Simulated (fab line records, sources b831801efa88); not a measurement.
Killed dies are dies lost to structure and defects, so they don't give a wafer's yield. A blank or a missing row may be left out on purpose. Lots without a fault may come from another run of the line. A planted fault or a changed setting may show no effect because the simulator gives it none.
Which tool did it? | flow gf180mcu | 13 lots, 39 wafers sampled, at 6 steps of a route of 602

WHAT THE GAUGES READ, wafer by wafer
GF_LVPWELL_OVL_MEAS_07.
lot  | measured    | on         | LVPWELL_OVL (nm)
L775 | day 3 19:49 | overlay-01 | -0.1 1.4 1.0
L777 | day 4 10:32 | overlay-01 | -0.9 -0.3 -0.7
L779 | day 4 19:16 | overlay-01 | 2.6 1.2 0.4
L780 | day 5 01:58 | overlay-01 | -1.2 -0.3 0.0
L782 | day 5 11:16 | overlay-01 | 2.6 0.9 0.4
L785 | day 6 06:22 | overlay-01 | -1.0 0.1 -1.7
L791 | day 7 12:34 | overlay-02 | -2.7 -1.3 -2.4
L793 | day 8 07:25 | overlay-02 | -0.8 -1.2 -1.4
L792 | day 8 08:20 | overlay-01 | -1.9 -2.2 -1.5
L794 | day 8 12:49 | overlay-01 | 1.4 -1.2 -0.6
L796 | day 8 17:25 | overlay-02 | 0.0 -1.0 -1.4
L797 | day 9 04:31 | overlay-01 | -1.5 -0.5 -1.5
L798 | day 9 12:01 | overlay-02 | -0.5 -1.5 -1.5

GF_VT_IMPLANT_OVL_MEAS_07.
lot  | measured     | on         | VT_IMPLANT_OVL (nm)
L775 | day 5 13:31  | overlay-01 | 1.1 1.5 0.2
L777 | day 6 05:35  | overlay-01 | 0.6 2.2 0.5
L779 | day 6 14:19  | overlay-01 | 1.9 1.9 -0.4
L780 | day 6 22:01  | overlay-02 | 3.3 2.6 2.2
L782 | day 7 08:40  | overlay-01 | - - -
L785 | day 8 04:57  | overlay-02 | -1.6 -1.5 -3.6
L791 | day 9 14:14  | overlay-02 | 0.4 -0.2 -1.3
L793 | day 10 10:58 | overlay-02 | 2.1 1.6 2.0
L792 | day 10 12:34 | overlay-01 | -1.8 -1.4 -1.0
L794 | day 10 17:16 | overlay-02 | -1.2 -0.4 0.7
L796 | day 10 21:55 | overlay-02 | -0.5 0.9 1.2
L797 | day 11 10:45 | overlay-01 | -1.6 0.5 -1.7
L798 | day 11 20:24 | overlay-01 | 1.1 2.5 1.4

GF_VT_IMPLANT_TW_MEAS_10.
lot  | measured     | on            | VT_IMPLANT_TW
L775 | day 5 13:48  | film_metro-01 | 564 557 563
L777 | day 6 05:53  | film_metro-02 | 550 551 551
L779 | day 6 14:35  | film_metro-01 | 564 563 563
L780 | day 6 22:17  | film_metro-02 | 557 553 555
L782 | day 7 08:57  | film_metro-04 | 30 30 30 30 30 30
L785 | day 8 05:14  | film_metro-02 | 554 553 551
L791 | day 9 14:32  | film_metro-04 | 560 560 562
L793 | day 10 11:14 | film_metro-02 | 562 562 560
L792 | day 10 12:52 | film_metro-01 | 565 570 565
L794 | day 10 17:34 | film_metro-01 | 565 567 569
L796 | day 10 22:11 | film_metro-01 | 567 564 566
L797 | day 11 11:02 | film_metro-04 | 561 557 560
L798 | day 11 20:41 | film_metro-01 | 562 566 565

GF_VT_IMPLANT_OVL_MEAS_29.
lot  | measured     | on         | VT_IMPLANT_02_OVL (nm)
L775 | day 6 18:19  | overlay-01 | -0.7 -0.9 -1.2
L777 | day 7 10:49  | overlay-02 | 0.7 -0.2 0.8
L779 | day 7 22:01  | overlay-02 | -1.1 -0.4 0.1
L780 | day 8 05:50  | overlay-01 | 1.1 1.4 -0.2
L785 | day 9 13:39  | overlay-01 | -0.6 0.2 -0.1
L791 | day 11 02:31 | overlay-01 | 1.9 2.4 2.3
L793 | day 12 00:25 | overlay-02 | 3.4 3.5 3.3
L792 | day 12 01:07 | overlay-02 | 1.1 0.5 -0.3
L794 | day 12 07:31 | overlay-01 | -1.2 -1.7 -2.1
L796 | day 12 12:04 | overlay-01 | 1.0 -0.3 -0.5
L797 | day 13 02:33 | overlay-02 | 0.2 -0.4 0.6
L798 | day 13 12:19 | overlay-02 | 4.6 4.4 4.3

GF_VT_IMPLANT_TW_MEAS_43.
lot  | measured     | on            | VT_IMPLANT_4_TW
L775 | day 7 10:13  | film_metro-02 | 678 683 682
L777 | day 8 03:10  | film_metro-01 | 692 690 689
L779 | day 8 14:50  | film_metro-02 | 674 673 678
L780 | day 8 22:29  | film_metro-02 | 676 677 675
L785 | day 10 08:11 | film_metro-04 | 681 688 685
L791 | day 11 21:53 | film_metro-02 | 683 683 683
L793 | day 12 21:11 | film_metro-04 | 687 686 686
L792 | day 12 21:31 | film_metro-02 | 683 681 680
L794 | day 13 04:04 | film_metro-04 | 682 678 680
L796 | day 13 08:38 | film_metro-02 | 691 688 690
L797 | day 13 23:26 | film_metro-01 | 691 690 687
L798 | day 14 09:38 | film_metro-04 | 688 684 688

WHICH TOOL RAN EACH LOT (tool, then ch and the chambers of the sampled wafers, then the start)
lot  | GF_VT_IMPLANT_EXPOSE_04
L775 | iline_stepper-01 ch 0, day 5 06:26
L777 | iline_stepper-01 ch 0, day 5 22:47
L779 | iline_stepper-02 ch 0, day 6 08:02
L780 | iline_stepper-01 ch 0, day 6 14:25
L782 | iline_stepper-01 ch 0, day 7 01:12
L785 | iline_stepper-01 ch 0, day 7 21:01
L791 | iline_stepper-01 ch 0, day 9 06:13
L793 | iline_stepper-02 ch 0, day 10 02:32
L792 | iline_stepper-02 ch 0, day 10 04:03
L794 | iline_stepper-02 ch 0, day 10 08:32
L796 | iline_stepper-02 ch 0, day 10 13:17
L797 | iline_stepper-02 ch 0, day 11 01:39
L798 | iline_stepper-01 ch 0, day 11 10:56
- GF_VT_IMPLANT_EXPOSE_04: exposes mask LVPWELL LV AREA, target cd 600 nm.

WHAT THE TOOLS THEMSELVES READ (means of the sampled wafers that have a number; where no wafer has one, the mark that the record gives instead)
The record holds no such reading with a usual standard deviation.

THE ANSWER, worked out from the rows above alone
Rule: what is usual is taken from the lots themselves. Put in order of their means at a reading, lots are off if they are a third of the lots or fewer, leave a main group of 4 or more, and stand apart from it by a gap of 3 or more times the standard deviation of the main group's means; of several such gaps the widest counts. A main group whose means are all the same, to the digits that the tables above print for the reading, isn't used. A lot without any number at a reading at which 4 lots or more have one is off too. The other lots that the step has rows for count as sound. The gauges are gone through in route order, then the tools' own readings, and for those a lot's mean is taken as printed above. The first step at which some lot is off is used, and at that step the reading that is off furthest; a lot without a number counts as furthest.
Off: L782, at GF_VT_IMPLANT_OVL_MEAS_07 (VT_IMPLANT_OVL). Without a number there: L782. The main group: mean 0.4 nm, standard deviation 1.4.
A tool fits if, at a process step before that reading, it ran every lot that is off, and no sound lot after the first of them. The gauges at GF_VT_IMPLANT_OVL_MEAS_07 aren't tried: what is off there is off at GF_VT_IMPLANT_TW_MEAS_10 too, on other tools, and a gauge's error can't cause that. None of those tried fits.

WHAT THE SIMULATOR HAD PUT IN
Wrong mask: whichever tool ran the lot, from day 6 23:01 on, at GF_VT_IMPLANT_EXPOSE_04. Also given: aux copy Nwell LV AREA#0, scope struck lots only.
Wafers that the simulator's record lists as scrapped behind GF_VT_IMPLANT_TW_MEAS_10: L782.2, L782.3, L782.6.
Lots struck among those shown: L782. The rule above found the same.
